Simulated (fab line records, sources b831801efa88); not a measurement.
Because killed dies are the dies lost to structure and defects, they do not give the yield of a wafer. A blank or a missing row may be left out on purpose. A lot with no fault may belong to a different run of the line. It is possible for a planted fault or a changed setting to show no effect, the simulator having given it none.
A single fault, viewed from 2 desks	flow gf180mcu	every desk sees just its own numbers, and what lay behind them comes last

## THE METROLOGY DESK
Means of the sampled wafers that have a number, per lot and without regard to the tool the lot ran on: this is what the gauges read. The brackets show how far a lot's mean lies from the usual mean; more than 4 standard deviations puts the lot out of limits, marked OUT.
Columns: A = HV_LDD_02_OVL at GF_HV_LDD_OVL_MEAS_32, usual -1.0 nm; B = cdNm at GF_HV_LDD_CD_MEAS_46, usual 398 nm
lot	first seen here	A	B
L245	day 12 02:05	-0.7	401
L246	day 12 14:14	-2.1	400
L249	day 13 00:05	0.4	395
L250	day 13 13:47	-2.6	397
L251	day 14 02:25	-1.4	397
L255	day 15 00:04	0.7	402
L256	day 15 11:43	0.9	401
L257	day 15 17:23	-2.6	397
L259	day 16 08:14	-1.9	400
L260	day 16 13:53	0.5	397
L261	day 17 00:25	-1.2	-
L262	day 17 14:11	0.3	-
L266	day 18 19:46	-0.2	394
L267	day 19 02:50	-0.4	396
This desk found nothing out of limits on any of the 14 lots.

## AT THE TOOL OWNER'S DESK: ilineStepper-01
The tool's own readings at GF_HV_LDD_EXPOSE_43 (exposes mask Pplus HV AREA, target cd 400 nm): means of the sampled wafers that have a number, for each lot that ran on this tool. The brackets show how far a lot's mean lies from the usual mean; more than 4 standard deviations puts the lot out of limits, marked OUT.
Columns: A = exposureDoseMJCm2 at GF_HV_LDD_EXPOSE_43, usual 139.98; B = focusOffsetNm at GF_HV_LDD_EXPOSE_43, usual 0.0 nm
lot	first seen here	A	B
L245	day 12 12:54	139.92	-0.6
L249	day 13 11:23	139.88	0.6
L250	day 14 00:40	140.14	-0.4
L251	day 14 13:19	139.97	-0.5
L256	day 15 23:53	140.11	0.1
L257	day 16 05:10	139.91	-0.2
L259	day 16 20:50	139.84	0.2
L267	day 19 15:46	139.86	0.2
This desk found nothing out of limits on any of the 8 lots.

## TAKEN TOGETHER
The metrology desk saw nothing out of limits.
The tool owner's desk saw nothing out of limits.

## WHAT THE SIMULATOR HAD PUT IN
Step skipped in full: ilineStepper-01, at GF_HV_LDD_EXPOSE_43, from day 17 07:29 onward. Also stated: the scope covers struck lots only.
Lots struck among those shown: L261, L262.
